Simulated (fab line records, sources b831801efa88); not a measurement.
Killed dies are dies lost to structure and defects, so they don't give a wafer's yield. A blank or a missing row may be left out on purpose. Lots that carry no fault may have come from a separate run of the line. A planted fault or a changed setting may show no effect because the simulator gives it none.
Struck lot and sound lot, side by side -- flow sfqLine -- 41 out of 325 route steps
Sound: wafers L757.4, L757.5, L757.6. Struck: wafers L764.1, L764.2 (left out: L764.5, a lot-mate that was not struck); the cause follows at the end.
For every step that has rows: the tool of each side, followed by ch and its chambers, followed by its first start. Under that, the readings that differ: sound wafers -- struck wafers -- difference of the means -- sigmas: that difference in standard deviations of wafers without a fault.
alike: readings with means less than 2 such deviations apart, plus words and numbers identical on both sides. not compared: withheld readings, readings lacking a value on some wafer, bounds such as >300 that could conceal the same value, and numbers that have no deviation in the record and whose values overlap.
The two part at a step that has a row with sigmas, a row that says differs or no value, or rows on one side only. When numbers do not overlap yet have no deviation, they are printed without sigmas and do not part them. Lack of a reading on every wafer of one side parts them only where that side has two or more wafers.

first, 6 steps without rows for these wafers: SFQ_TRILAYER_M7_LITHO_COAT_182 (resist thk 62 nm); SFQ_TRILAYER_M7_LITHO_COAT_177 (resist thk 600 nm); SFQ_TRILAYER_M7_LITHO_SOFTBAKE_181; SFQ_TRILAYER_M7_LITHO_EXPOSE_178 (exposes mask M7, target cd 500 nm); SFQ_TRILAYER_M7_LITHO_PEB_180 (peb time 60 s); SFQ_TRILAYER_M7_LITHO_DEVELOP_179 (time 60 s).
SFQ_M7_OVL_MEAS_945:
  sound on overlay-02, day 77 05:35; struck on overlay-02, day 78 03:13
  alike: M7_OVL
SFQ_TRILAYER_M7_BARC_OPEN_METAL_ETCH_229: etches BARC in O2, target depth 125 nm, time 41.7 s.
  sound on rieMetal-02 ch 0,1, day 77 05:37; struck on rieMetal-01 ch 0,1, day 78 03:15
reading,sound,struck,difference,sigmas
rfHoursCounterH (h),- - -,2 52,no value on the sound wafers,
  alike: drypumpMotorCurrentA, oesProductAu, rfFwdPowerW
SFQ_TRILAYER_M7_ETCH_METAL_ETCH_180: etches Nb in Cl2/Ar, stops on SiO2, target depth 240 nm, time 120 s.
  sound on rieMetal-02 ch 0,1, day 77 05:42; struck on rieMetal-01 ch 0,1, day 78 03:19
reading,sound,struck,difference,sigmas
rfHoursCounterH (h),- - -,2 52,no value on the sound wafers,
  alike: drypumpMotorCurrentA, oesProductAu, rfFwdPowerW
SFQ_TRILAYER_M7_STRIP_STRIP_181: strips in O2.
  sound on rieMetal-02 ch 0,1, day 77 05:59; struck on rieMetal-01 ch 0,1, day 78 03:26
reading,sound,struck,difference,sigmas
rfHoursCounterH (h),- - -,2 52,no value on the sound wafers,
  alike: drypumpMotorCurrentA, oesProductAu
then, 1 step without rows for these wafers: SFQ_TRILAYER_M7_STRIP_SOLV_CLEAN_182 (cleans in NMP, time 600 s).
SFQ_TRILAYER_I7_DEP_PECVD_183: deposits SiO2 from SiH4/N2O, time 111.11 s, target thk 500 nm.
  sound on pecvd-01 ch 0,1,2, day 77 06:35; struck on pecvd-02 ch 0,2, day 78 04:15
  alike: heaterPowerW, rfFwdPowerW, showerheadVppV, throttleValvePct
SFQ_TRILAYER_I7_CMP_CMP_184: polishes SiO2.
  sound on cmp-01 ch 0,2,3, day 77 23:21; struck on cmp-01 ch 2,3, day 78 19:51
reading,sound,struck,difference,sigmas
timeToEndpointS (s),218 214 215,276 269,+57,+8
model.SiO2_of_TRILAYER_I7_DEP_PECVD_183.thkNm (nm),199.4 200.1 200.4,304.2 300.7,+102.5,
  alike: headPressurePsi, motorCurrentA, platenRpm, slurryFlowMlMin
SFQ_I7_BOW_MEAS_946:
  sound on filmMetro-01, day 78 00:55; struck on filmMetro-04, day 78 21:51
  alike: I7_BOW
SFQ_TRILAYER_I7_METRO_MEASURE_185:
  sound on filmMetro-01, day 78 01:34; struck on filmMetro-04, day 78 21:58
reading,sound,struck,difference,sigmas
thkNm (nm),199.4 200.1 200.4,304.2 300.6,+102.4,+99 or more
then, 6 steps without rows for these wafers: SFQ_TRILAYER_I7_VIA_LITHO_COAT_192 (resist thk 62 nm); SFQ_TRILAYER_I7_VIA_LITHO_COAT_187 (resist thk 650 nm); SFQ_TRILAYER_I7_VIA_LITHO_SOFTBAKE_191; SFQ_TRILAYER_I7_VIA_LITHO_EXPOSE_188 (exposes mask I7, target cd 1000 nm); SFQ_TRILAYER_I7_VIA_LITHO_PEB_190 (peb time 60 s); SFQ_TRILAYER_I7_VIA_LITHO_DEVELOP_189 (time 60 s).
-- the record jumps here: 4 days lie between the struck wafers' starts before and after --
SFQ_I7_OVL_MEAS_947:
  sound on overlay-02, day 81 18:09; struck on overlay-02, day 82 10:32
  alike: I7_OVL
SFQ_TRILAYER_I7_VIA_BARC_OPEN_VIA_ETCH_260: etches BARC in O2, target depth 125 nm, time 41.7 s.
  sound on rieDiel-03 ch 0,3, day 81 18:10; struck on rieDiel-03 ch 1,3, day 82 10:34
  alike: drypumpMotorCurrentA, oesProductAu, rfFwdPowerW
  not compared: rfHoursCounterH
SFQ_TRILAYER_I7_VIA_ETCH_VIA_ETCH_190: etches SiO2 in CHF3, stops on Nb, target depth 260 nm.
  sound on rieDiel-03 ch 0,3, day 81 18:13; struck on rieDiel-03 ch 1,3, day 82 10:37
reading,sound,struck,difference,sigmas
oesProductAu (a.u.),0.847 0.847 0.860,0.992 0.979,+0.134,+28
model.etch.depthNm (nm),199.4 200.1 200.4,257.9 254,+56.0,
model.I7.featureDepthNm (nm),199.4 200.1 200.4,257.9 254,+56.0,
  alike: drypumpMotorCurrentA, rfFwdPowerW
then, 9 steps without rows for these wafers: SFQ_TRILAYER_I7_VIA_STRIP_STRIP_191 (strips in O2); SFQ_TRILAYER_I7_VIA_STRIP_SOLV_CLEAN_192 (cleans in NMP, time 600 s); SFQ_TRILAYER_M8_LITHO_LOR_COAT_197; SFQ_TRILAYER_M8_LITHO_LOR_BAKE_198; SFQ_TRILAYER_M8_LITHO_COAT_193 (resist thk 600 nm); SFQ_TRILAYER_M8_LITHO_SOFTBAKE_199; SFQ_TRILAYER_M8_LITHO_EXPOSE_194 (exposes mask M8, target cd 2000 nm); SFQ_TRILAYER_M8_LITHO_PEB_196 (peb time 60 s); SFQ_TRILAYER_M8_LITHO_DEVELOP_195 (img clear 15 s, time 55 s).
-- the record jumps here: 3 days lie between the struck wafers' starts before and after --
SFQ_M8_OVL_MEAS_948:
  sound on overlay-02, day 84 21:01; struck on overlay-02, day 85 08:32
  alike: M8_OVL
then, 3 steps without rows for these wafers: SFQ_TRILAYER_M8_DEP_EVAP_197 (material Ti, target thk 20 nm, time 100 s); SFQ_TRILAYER_M8_DEP_EVAP_198 (material Pt, target thk 50 nm, time 250 s); SFQ_TRILAYER_M8_DEP_EVAP_196 (material Au, target thk 180 nm, time 900 s).
SFQ_M8_RS_MEAS_949: uses a four-point probe to measure.
  sound on filmMetro-01, day 84 21:50; struck on filmMetro-01, day 85 09:19
  alike: M8_AU_RS
SFQ_M8_THK_MEAS_950: measures by xrf.
  sound on filmMetro-01, day 84 21:56; struck on filmMetro-01, day 85 09:26
  alike: M8_AU_THK
then, 1 step without rows for these wafers: SFQ_TRILAYER_M8_LIFTOFF_LIFTOFF_197 (chemistry NMP, time 600 s).
SFQ_M8_BOW_MEAS_951:
  sound on filmMetro-04, day 84 22:11; struck on filmMetro-02, day 85 09:40
reading,sound,struck,difference,sigmas
model.etest.i7.linkOhm,1.05 1.043 1.043,1e+06 1e+06,+1e+06,
  alike: M8_BOW

== WHERE THEY PART ==
First at SFQ_TRILAYER_M7_BARC_OPEN_METAL_ETCH_229; last, within this record, at SFQ_TRILAYER_I7_VIA_ETCH_VIA_ETCH_190. Later steps at which nothing parts them and some readings are alike: SFQ_M8_OVL_MEAS_948, SFQ_M8_RS_MEAS_949, SFQ_M8_THK_MEAS_950, SFQ_M8_BOW_MEAS_951.

WHY: what the simulator had put in
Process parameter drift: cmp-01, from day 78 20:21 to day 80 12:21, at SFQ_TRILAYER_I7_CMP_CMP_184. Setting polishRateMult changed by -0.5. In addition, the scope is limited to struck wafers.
